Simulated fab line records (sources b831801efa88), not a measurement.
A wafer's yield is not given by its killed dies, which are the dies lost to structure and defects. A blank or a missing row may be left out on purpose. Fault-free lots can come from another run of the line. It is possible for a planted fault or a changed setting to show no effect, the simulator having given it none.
Which tool is to blame? -- flow sky130 -- Sampling: 13 lots, 39 wafers, 3 of 708 route steps

== WHAT EACH GAUGE READ, for each wafer ==
The record lacks any reading of a measuring or inspecting step that a usual standard deviation could be used to judge.

== WHAT TOOL EACH LOT RAN ON (gives the tool, then ch and the chambers of the sampled wafers, and finally the start) ==
lot,SKY_METAL1_ETCH_18,SKY_METAL1_STRIP_20,SKY_PAD_OPEN_PROBE_99
L286,"rie-metal-01 ch 0,1, day 32 21:31","plasma-asher-02 ch 0,1, day 32 21:40",-
L288,"rie-metal-02 ch 0,1, day 33 15:05","plasma-asher-03 ch 0,1, day 33 15:14",-
L290,"rie-metal-01 ch 0,1, day 34 00:54","plasma-asher-01 ch 0,1, day 34 01:04",-
L291,"rie-metal-02 ch 0,1, day 34 09:14","plasma-asher-01 ch 0,1, day 34 09:23",-
L292,"rie-metal-04 ch 0,1, day 34 13:29","plasma-asher-01 ch 0,1, day 34 13:39","prober-02, day 47 04:04"
L293,"rie-metal-01 ch 0,1, day 35 17:35","plasma-asher-01 ch 0,1, day 35 17:45","prober-01, day 48 02:33"
L295,"rie-metal-02 ch 0,1, day 35 22:56","plasma-asher-02 ch 0,1, day 35 23:06","prober-01, day 48 05:19"
L297,"rie-metal-01 ch 0,1, day 36 04:39","plasma-asher-02 ch 0,1, day 36 04:49",-
L296,"rie-metal-04 ch 0,1, day 36 09:30","plasma-asher-02 ch 0,1, day 36 09:40","prober-01, day 48 10:45"
L299,"rie-metal-02 ch 0,1, day 36 20:44","plasma-asher-01 ch 0,1, day 36 20:55","prober-01, day 48 22:31"
L302,"rie-metal-02 ch 0,1, day 38 02:28","plasma-asher-03 ch 0,1, day 38 02:38","prober-02, day 49 17:37"
L303,"rie-metal-01 ch 0,1, day 38 03:11","plasma-asher-03 ch 0,1, day 38 03:20",-
L304,"rie-metal-02 ch 0,1, day 38 06:45","plasma-asher-01 ch 0,1, day 38 06:55","prober-02, day 49 20:36"
- SKY_METAL1_ETCH_18: etches BARC in N2/H2, stops on SiO2, time 45.9 s, target depth 60 nm.
- SKY_METAL1_STRIP_20: strips in O2/N2.
- SKY_PAD_OPEN_PROBE_99

== AS READ BY THE TOOLS THEMSELVES (means over the sampled wafers that have a number; for cases with no such wafer, the mark the record gives instead) ==
SKY_METAL1_ETCH_18.
lot,tool,drypump-motor-current-A (A),oes-product-au (a.u.),run-length-s (s),throttle-valve-pct (%)
L286,rie-metal-01,5.45,0.851,73.6,13.222
L288,rie-metal-02,6.19,0.852,74.1,13.243
L290,rie-metal-01,5.54,0.853,73.8,13.224
L291,rie-metal-02,6.21,0.855,74.2,13.232
L292,rie-metal-04,5.68,0.858,73.9,13.228
L293,rie-metal-01,5.44,0.857,74.0,13.226
L295,rie-metal-02,6.20,0.857,73.9,13.225
L297,rie-metal-01,5.44,0.854,73.8,13.223
L296,rie-metal-04,5.62,0.850,73.8,13.230
L299,rie-metal-02,6.21,0.860,74.2,13.231
L302,rie-metal-02,6.20,0.723,95.9,13.206
L303,rie-metal-01,5.44,0.858,73.6,13.231
L304,rie-metal-02,6.21,0.725,95.7,13.210

SKY_METAL1_STRIP_20.
lot,tool,drypump-motor-current-A (A),oes-product-au (a.u.),strip-time-to-endpoint-s (s)
L286,plasma-asher-02,5.8,0.346,2.72
L288,plasma-asher-03,5.9,0.344,2.70
L290,plasma-asher-01,5.9,0.347,2.68
L291,plasma-asher-01,5.7,0.341,2.74
L292,plasma-asher-01,5.9,0.346,2.76
L293,plasma-asher-01,5.9,0.342,2.67
L295,plasma-asher-02,5.7,0.345,2.72
L297,plasma-asher-02,5.8,0.340,2.67
L296,plasma-asher-02,5.8,0.348,2.71
L299,plasma-asher-01,5.9,0.343,2.74
L302,plasma-asher-03,5.6,0.331,2.50
L303,plasma-asher-03,5.9,0.342,2.68
L304,plasma-asher-01,5.7,0.335,2.50

SKY_PAD_OPEN_PROBE_99.
lot,tool,defect-limited-yield (%),killed_at_M0_to_M3,killed_at_M4_up,killed-at-contacts,killed-at-front-end,killed-at-other,killed-dies,killed-open,killed-short,sort_bin_3_pad_short (%),sort_bin_5_function (%),sort_bin_6_memory (%),sort-n-pass,sort-yield-pct (%)
L292,prober-02,82.0,46,3.7,24,14,0.7,89,53,36,0.9,10.8,6.3,403,82.0
L293,prober-01,82.6,42,2.0,26,14,1.7,85,43,40,0.8,10.1,6.4,407,82.6
L295,prober-01,81.6,46,1.3,26,17,0.0,90,53,37,1.5,10.4,6.5,402,81.6
L296,prober-01,81.8,50,3.7,23,13,0.0,89,52,37,1.0,10.8,6.4,403,81.8
L299,prober-01,82.2,48,4.0,24,11,1.0,88,49,39,1.1,10.1,6.6,404,82.2
L302,prober-02,81.8,41,3.3,28,17,0.0,89,54,34,1.3,9.3,7.5,403,81.8
L304,prober-02,82.5,45,2.0,27,11,1.0,86,49,37,0.7,9.9,6.8,406,82.5

== THE ANSWER, worked out from the rows above alone ==
Rule: what is usual is taken from the lots themselves. Put in order of their means at a reading, lots are off if they are a third of the lots or fewer, leave a main group of 4 or more, and stand apart from it by a gap of 3 or more times the standard deviation of the main group's means; of several such gaps the widest counts. A main group is skipped when, at the precision printed for the reading in the tables above, its means are all equal. A lot without any number at a reading at which 4 lots or more have one is off too. Any other lot the step has rows for is counted as sound. Order of review: gauges by route order, followed by the tools' own readings, for which a lot's mean as printed above is used. The first step at which some lot is off is used, and at that step the reading that is off furthest; a lot without a number counts as furthest.
Off: L302, L304 (SKY_METAL1_ETCH_18, run-length-s). For the main group the mean is 73.9 s and the standard deviation 0.2.
If a tool, at that step or one of the process steps before it, ran each lot that is off and ran no sound lot following the first of them, it fits. One fits: SKY_METAL1_ETCH_18 on rie-metal-02. A fault onset in the window from L299 (day 36 20:44, its last sound lot) to L302 (day 38 02:28, its first lot off) fits.
The tool's own readings at SKY_METAL1_ETCH_18 bear it out: on the lots that are off they differ by more than 5 times the standard deviation of the sound lots' means. oes-product-au reads 0.724 a.u. there against 0.855 a.u. on the sound lots; run-length-s reads 95.8 s there against 73.9 s on the sound lots.

== WHAT THE SIMULATOR PUT IN ==
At SKY_METAL1_ETCH_18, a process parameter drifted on rie-metal-02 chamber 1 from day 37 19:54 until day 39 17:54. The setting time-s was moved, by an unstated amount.
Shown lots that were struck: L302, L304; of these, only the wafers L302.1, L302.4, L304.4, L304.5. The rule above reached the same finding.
